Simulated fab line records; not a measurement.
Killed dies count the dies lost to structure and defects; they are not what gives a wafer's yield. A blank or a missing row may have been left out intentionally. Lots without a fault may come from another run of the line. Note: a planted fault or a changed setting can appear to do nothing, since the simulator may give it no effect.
Which tool was responsible?    flow sky130    6 lots, 18 wafers sampled, at 3 steps of a route of 708

WHAT THE GAUGES READ, wafer by wafer
SKY_LDD_HVN_TW_MEAS_10.
lot   measured      on            LDD_HVN_TW
L984  day 20 13:51  filmMetro-04  1406 1398 1398
L988  day 22 16:00  filmMetro-01  1446 1438 1446
L990  day 23 08:55  filmMetro-01  1449 1447 1446
L994  day 24 05:13  filmMetro-01  1451 1445 1451
L999  day 27 08:37  filmMetro-04  1200 1201 1202
L105  day 28 01:26  filmMetro-02  1465 1456 1456

WHICH TOOL RAN EACH LOT (tool, then ch and the chambers of the sampled wafers, then the start)
lot   SKY_POLY_GATE_ETCH_17            SKY_LDD_HVN_IMPLANT_08
L984  rieSi-01 ch 0,3, day 16 16:49    implanter-02 ch 0, day 20 13:37
L988  rieSi-02 ch 2,3, day 18 18:07    implanter-01 ch 0, day 22 15:46
L990  rieSi-01 ch 0,1,3, day 19 11:02  implanter-01 ch 0, day 23 08:41
L994  rieSi-02 ch 0,3, day 20 08:08    implanter-01 ch 0, day 24 05:00
L999  rieSi-02 ch 0,2,3, day 23 14:50  implanter-01 ch 0, day 27 08:22
L105  rieSi-02 ch 0,1, day 24 06:58    implanter-03 ch 0, day 28 01:13
- SKY_POLY_GATE_ETCH_17: etches poly-Si in HBr/Cl2, stops on SiO2, target depth 180 nm, time 70.5 s.
- SKY_LDD_HVN_IMPLANT_08

THE ANSWER, worked out from the rows above alone
Rule: the usual values come from the lots themselves. Put in order of their means at a reading, lots are off if they are a third of the lots or fewer, leave a main group of 4 or more, and stand apart from it by a gap of 3 or more times the standard deviation of the main group's means; of several such gaps the widest counts. If all means in a main group match to the digits the tables above print for the reading, that group is not used. Also off: a lot with no number at a reading for which 4 or more lots have one. Where the step has rows for the other lots, those lots are counted as sound.
Off: L999, seen at SKY_LDD_HVN_TW_MEAS_10 (LDD_HVN_TW). The main group has a mean of 1440 with a standard deviation of 20.
If a tool, at a process step before that reading, ran all the lots that are off and no sound lot after the first of them, it fits. Gauges at SKY_LDD_HVN_TW_MEAS_10: tried the same way as those tools. 2 tools fit, implanter-01 at SKY_LDD_HVN_IMPLANT_08 and filmMetro-04 at SKY_LDD_HVN_TW_MEAS_10, so this cannot tell which one it is.

WHAT THE SIMULATOR PUT IN
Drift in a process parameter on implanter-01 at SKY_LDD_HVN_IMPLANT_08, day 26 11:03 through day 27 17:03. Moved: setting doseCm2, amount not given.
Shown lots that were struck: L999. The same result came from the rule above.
